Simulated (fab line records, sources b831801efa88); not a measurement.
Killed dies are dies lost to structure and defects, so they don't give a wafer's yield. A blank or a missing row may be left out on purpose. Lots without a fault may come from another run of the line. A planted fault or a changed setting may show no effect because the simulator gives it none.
Chamber matching | flow gf180mcu | GF_V2_CMP_26 on cmp-02: 4 sister chambers
The step polishes, stops on SiO2, t overpolish 15 s, target thk 0 nm. 8 wafers are shown with their chamber, then 12 later ones without.

WAFERS WITH THEIR CHAMBER
wafer  | chamber | motor_current_A (A) | time_to_endpoint_s (s)
L082.6 | 2       | 9.9                 | 86
L085.6 | 1       | 10.9                | 93
L088.2 | 2       | 9.8                 | 82
L088.3 | 1       | 10.7                | 77
L088.6 | 3       | 11.3                | 85
L090.2 | 0       | 10.5                | 84
L090.5 | 0       | 10.7                | 86
L090.6 | 3       | 11.2                | 88

WAFERS WITHOUT THEIR CHAMBER
wafer  | motor_current_A (A) | time_to_endpoint_s (s)
L093.1 | 10.4                | 84
L093.2 | 11.6                | 89
L093.5 | 11.1                | 88
L094.1 | 10.4                | 84
L094.4 | 11.7                | 87
L094.6 | 10.3                | 87
L095.1 | 11.0                | 89
L095.5 | 9.6                 | 86
L095.6 | 11.2                | 89
L097.2 | 10.3                | 87
L097.3 | 11.3                | 88
L097.6 | 10.0                | 87

WHICH CHAMBER EACH WENT THROUGH
wafer  | from the rows above          | in truth
L093.1 | can't be placed: 0 or 1      | 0
L093.2 | 3                            | 3
L093.5 | can't be placed: 3 or 1      | 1
L094.1 | can't be placed: 0 or 1      | 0
L094.4 | 3                            | 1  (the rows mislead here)
L094.6 | can't be placed: 0 or 2 or 1 | 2
L095.1 | can't be placed: 1 or 3 or 0 | 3
L095.5 | 2                            | 2
L095.6 | 3                            | 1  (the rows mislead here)
L097.2 | can't be placed: 0 or 2 or 1 | 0
L097.3 | 3                            | 3
L097.6 | 2                            | 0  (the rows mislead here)
Placed correctly: 3 of 12. Can't be placed from these rows: 6 (the true chamber is among the candidates in 6). Placed wrongly: 3.
How it was worked out, from the rows above alone: a wafer's distance from a chamber is the root of the sum, over the readings, of the square of ((its reading less the chamber's mean) divided by the reading's scatter). The wafer belongs to the nearest chamber; if the next one is less than 2 further off, it can't be placed. A chamber's mean is the mean of its shown wafers. The scatter: the root of (the sum of the squares of (reading less its chamber's mean) over the shown wafers, divided by (wafers less chambers)).
